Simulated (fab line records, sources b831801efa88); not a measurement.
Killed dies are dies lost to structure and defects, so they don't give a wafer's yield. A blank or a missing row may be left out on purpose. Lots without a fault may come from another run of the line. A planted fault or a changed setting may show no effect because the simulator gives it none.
A struck lot beside a sound one | flow sky130 | 21 steps out of a route of 708
Sound: wafers L160.2, L160.5, L160.6. Struck: wafer L161.1. (L161.2, L161.6 of the same lot were not struck and are left out.) The cause comes at the end.
At each step with rows: each side's tool, then ch and its chambers, then its first start. Under that, the readings that differ: sound wafers | struck wafers | difference of the means | sigmas: that difference in standard deviations of wafers without a fault.
alike: readings whose means differ by less than 2 such deviations, and words and numbers that are the same on both sides. not compared: withheld readings, readings that some wafer has no value for, bounds like >300 that may hide the same value, and numbers for which the record gives no deviation and whose values overlap.
The two part at a step that has a row with sigmas, a row that says differs or no value, or rows on one side only. Numbers that don't overlap but have no deviation are shown without sigmas and don't part them. A reading that every wafer of one side lacks parts them only if that side has two wafers or more.

SKY_SD_N_RS_MEAS_17: measures by four-point-probe.
  sound on film_metro-01, day 28 10:47; struck on film_metro-02, day 28 14:41
  alike: SD_P_RS
  not compared: hold
SKY_SD_N_RS_MEAS_18: measures by four-point-probe.
  sound on film_metro-01, day 28 10:54; struck on film_metro-02, day 28 14:49
  alike: RES_XHIGH_RS
then, 2 steps without rows for these wafers: SKY_SALICIDE_CLEAN_00 (cleans in HF-last, time 30 s); SKY_LI_CONTACT_HDPCVD_00 (deposits PSG, target thk 930 nm, time 155 s).
SKY_LI_CONTACT_THK_MEAS_01:
  sound on film_metro-01, day 28 11:11; struck on film_metro-01, day 28 15:03
  alike: LI_CONTACT_HDPCVD_THK
SKY_LI_CONTACT_CMP_02: polishes PSG.
  sound on cmp-01 ch 1,2,3, day 28 11:32; struck on cmp-01 ch 2, day 28 15:10
  alike: motor_current_A, time_to_endpoint_s
SKY_LI_CONTACT_BOW_MEAS_03:
  sound on film_metro-02, day 28 11:45; struck on film_metro-02, day 28 15:25
  alike: LI_CONTACT_BOW
then, 5 steps without rows for these wafers: SKY_LI_CONTACT_DEHYDRATE_04 (time 60 s); SKY_LI_CONTACT_HMDS_05 (prime time 60 s); SKY_LI_CONTACT_COAT_06 (resist thk 60 nm); SKY_LI_CONTACT_COAT_07 (resist thk 450 nm); SKY_LI_CONTACT_SOFTBAKE_08 (time 90 s).
SKY_LI_CONTACT_EXPOSE_09: exposes mask LICM1, target cd 170 nm.
  sound on krf_scanner-02 ch 0, day 29 02:10; struck on krf_scanner-02 ch 0, day 29 05:31
  alike: mask
then, 2 steps without rows for these wafers: SKY_LI_CONTACT_PEB_10; SKY_LI_CONTACT_DEVELOP_11 (develop time 60 s).
SKY_LI_CONTACT_CD_MEAS_12: target cd 170 nm.
  sound on cd_sem-02, day 29 15:25; struck on cd_sem-01, day 29 19:49
  reading    | sound             | struck | difference | sigmas
  cd_nm (nm) | 170.5 171.6 171.0 | 157.3  | -13.7      | -8
  not compared: hold
SKY_LI_CONTACT_OVL_MEAS_13:
  sound on overlay-01, day 29 15:32; struck on overlay-01, day 29 21:59
  reading             | sound     | struck                   | difference                   | sigmas
  hold                | - - -     | await_dispo/2.1h/release | no value on the sound wafers |
  LI_CONTACT_OVL (nm) | -2 -7 -14 | 3                        | +11                          | +2
SKY_LI_CONTACT_ETCH_14: etches BARC in N2/H2, stops on SiO2, time 45.9 s, target depth 60 nm.
  sound on rie_diel-03 ch 0,3, day 29 15:34; struck on rie_diel-01 ch 1, day 29 22:01
  reading                     | sound                | struck | difference | sigmas
  throttle_valve_pct (%)      | 13.229 13.216 13.215 | 13.238 | +0.018     | +2
  model.LI_CONTACT.cd_nm (nm) | 170.2 171.8 170.4    | 157.5  | -13.3      |
  alike: drypump_motor_current_A, oes_product_au, rf_fwd_power_W
  not compared: rf_hours_counter_h
SKY_LI_CONTACT_ETCH_15: etches PSG in C4F8/O2/Ar, stops on Si, target depth 600 nm.
  sound on rie_diel-03 ch 0,3, day 29 15:36; struck on rie_diel-01 ch 1, day 29 22:04
  reading                     | sound             | struck | difference | sigmas
  model.LI_CONTACT.cd_nm (nm) | 170.9 171.8 171.4 | 158    | -13        |
  alike: oes_product_au, rf_fwd_power_W
SKY_LI_CONTACT_STRIP_16: strips in O2/N2.
  sound on plasma_asher-02 ch 0,1, day 29 15:41; struck on plasma_asher-03 ch 1, day 29 22:14
  alike: drypump_motor_current_A, oes_product_au, strip_time_to_endpoint_s
  not compared: rf_hours_counter_h
-- the record jumps here: 16 days lie between the struck wafers' starts before and after (it left off in module LI_CONTACT and takes up again in module PAD_OPEN, whose first step shown is number 708 of the route) --
SKY_PAD_OPEN_PROBE_99:
  sound on prober-01, day 46 04:11; struck on prober-02, day 46 07:21
  reading                                  | sound             | struck | difference | sigmas
  killed_at_front_end                      | 22 20 20          | 9      | -12        | -2
  model.etest.licon_pdiff.rc_ohm           | 569 588.5 586     | 665.3  | +84.1      |
  model.etest.pfet_01v8.r_on_ohm_um        | 2916 2936 2848    | 2998   | +98        |
  model.etest.licon_high_po.rc_ohm         | 348.4 349.1 358.1 | 379.3  | +27.4      |
  model.etest.licon_ndiff.rc_ohm           | 180 172.9 175.3   | 195.6  | +19.5      |
  model.etest.licon_poly.rc_ohm            | 152.5 150.2 151.9 | 168.6  | +17.1      |
  model.etest.licon_to_gate.bv_left_v (V)  | 20.61 20.55 21.78 | 28.51  | +7.53      |
  model.etest.licon_to_gate.bv_right_v (V) | 27.24 27.71 27.68 | 25.4   | -2.1       |
  alike: killed_at_M0_to_M3, killed_at_M4_up, killed_at_contacts, killed_at_other, killed_dies, killed_open, killed_short
  not compared: model.etest.sonos_uncharged.r_on_ohm_um

WHERE THEY PART
First at SKY_LI_CONTACT_CD_MEAS_12; last, within this record, at SKY_PAD_OPEN_PROBE_99.

WHY: what the simulator had put in
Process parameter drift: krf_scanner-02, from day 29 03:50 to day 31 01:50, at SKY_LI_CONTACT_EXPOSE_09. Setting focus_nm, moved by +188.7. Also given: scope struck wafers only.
